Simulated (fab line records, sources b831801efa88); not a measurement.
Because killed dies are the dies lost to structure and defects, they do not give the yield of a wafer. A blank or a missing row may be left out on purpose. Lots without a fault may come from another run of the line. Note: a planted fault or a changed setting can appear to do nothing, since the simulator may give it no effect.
Struck lot and sound lot, side by side -- flow gf180mcu -- 23 steps out of a route of 602
Sound: these wafers, L316.2, L316.3, L316.6. Wafers L308.1, L308.2, L308.3 were the ones struck. Last of all comes the cause.
For every step that has rows: the tool of each side, followed by ch and its chambers, followed by its first start. Under that, the readings that differ: sound wafers -- struck wafers -- difference of the means -- sigmas: that difference in standard deviations of wafers without a fault.
alike: readings with means less than 2 such deviations apart, plus words and numbers identical on both sides. not compared: withheld readings, readings lacking a value on some wafer, bounds such as >300 that could conceal the same value, and numbers that have no deviation in the record and whose values overlap.
A row with sigmas, a row that says differs or no value, or rows on one side alone: a step with any of these is where the two part. Non-overlapping numbers with no deviation appear without sigmas and do not part them. Lack of a reading on every wafer of one side parts them only where that side has two or more wafers.

GF_V4_RS_MEAS_24: measurement is done with a four-point probe.
  sound on film metro-03, day 30 06:50; struck on film metro-04, day 28 07:59
  alike: V4_W_RS
GF_V4_THK_MEAS_25: measures by xrf.
  sound on film metro-03, day 30 06:57; struck on film metro-04, day 28 08:06
  alike: V4_W_THK
GF_V4_CMP_26: polishes, stops on SiO2, t overpolish 15 s, target thk 0 nm.
  sound on cmp-01 ch 0,2, day 30 07:00; struck on cmp-02 ch 0,2,3, day 28 08:10
reading,sound,struck,difference,sigmas
motor current A (A),12.4 12.2 12.3,11.2 11.0 9.8,-1.6,-2
  alike: overpolish run s, platen rpm, slurry flow ml min, time to endpoint s
then, 3 steps without rows for these wafers: GF_MIM_SPUTTER_00 (material Ti, target thk 37.5 nm, time 150 s); GF_MIM_SPUTTER_01 (material TiN, target thk 30 nm, time 25 s); GF_MIM_SPUTTER_02 (material AlCu, target thk 450 nm, time 23.9 s).
GF_MIM_SPUTTER_03: material Ti, target thk 10 nm, time 6.7 s.
  sound on pvd sputter-04, day 30 07:28; struck on pvd sputter-03, day 28 08:37
  alike: cathode dc power W, chamber pressure pa, substrate temp c, throttle valve pct
GF_MIM_SPUTTER_04: material TiN, target thk 50 nm, time 41.7 s.
  sound on pvd sputter-04, day 30 07:29; struck on pvd sputter-03, day 28 08:38
  alike: cathode dc power W, chamber pressure pa, throttle valve pct
then, 1 step without rows for these wafers: GF_MIM_CVD_05 (deposits Si3N4, target thk 42 nm, time 29.086 s).
GF_MIM_THK_MEAS_06:
  sound on film metro-03, day 30 07:34; struck on film metro-04, day 28 08:43
  alike: MIM_CVD_05_THK
then, 1 step without rows for these wafers: GF_MIM_SPUTTER_07 (material TiN, target thk 60 nm, time 50 s).
GF_MIM_SPUTTER_08: material AlCu, target thk 200 nm, time 10.6 s.
  sound on pvd sputter-02, day 30 07:40; struck on pvd sputter-04, day 28 08:49
  alike: cathode dc power W, chamber pressure pa, throttle valve pct
GF_MIM_SPUTTER_09: material TiN, target thk 35 nm, time 29.2 s.
  sound on pvd sputter-02, day 30 07:41; struck on pvd sputter-04, day 28 08:50
  no value came back on the struck wafers for cathode dc power W (W), chamber pressure pa (Pa), throttle valve pct (%); on the sound wafers cathode dc power W (W) reads 6501.6 6500.6 6499.9
GF_MIM_THK_MEAS_11: measures by xrf.
  sound on film metro-03, day 30 07:50; struck on film metro-02, day 28 08:59
reading,sound,struck,difference,sigmas
MIM_ALCU_THK (nm),197.3 196.3 197.5,210.1 212.5 207.8,+13.1,+5
then, 7 steps without rows for these wafers: GF_MIM_DEHYDRATE_12 (time 60 s); GF_MIM_HMDS_13 (prime time 60 s); GF_MIM_COAT_14 (resist thk 1000 nm); GF_MIM_SOFTBAKE_15 (time 60 s); GF_MIM_EXPOSE_16 (exposes mask FuseTop, target cd 2000 nm); GF_MIM_PEB_17; GF_MIM_DEVELOP_18 (develop time 60 s).
GF_MIM_METAL_ETCH_19: etches the open film in Cl2/BCl3, stops on Si3N4, target depth 324.5 nm, time 54.1 s.
  sound on rie metal-01 ch 1, day 31 01:15; struck on rie metal-03 ch 0,1, day 29 03:59
reading,sound,struck,difference,sigmas
oes product au (a.u.),0.941 0.937 0.940,0.997 0.985 0.994,+0.053,+7
throttle valve pct (%),28.283 28.299 28.290,28.237 28.233 28.212,-0.063,-6
  alike: drypump motor current A, mfc cl2 sccm
  not compared: rf hours counter h
GF_MIM_STRIP_20: strips in O2/N2.
  sound on plasma asher-02 ch 0,1, day 31 01:19; struck on plasma asher-03 ch 0,1, day 29 04:04
  alike: drypump motor current A, heater power w, o2 flow sccm, oes product au, strip time to endpoint s
  not compared: rf hours counter h

WHERE THEY PART
Last at GF_MIM_METAL_ETCH_19 as far as this record goes, first at GF_V4_CMP_26. Later steps at which nothing parts them and some readings are alike: GF_MIM_STRIP_20.

WHY: the cause the simulator had injected
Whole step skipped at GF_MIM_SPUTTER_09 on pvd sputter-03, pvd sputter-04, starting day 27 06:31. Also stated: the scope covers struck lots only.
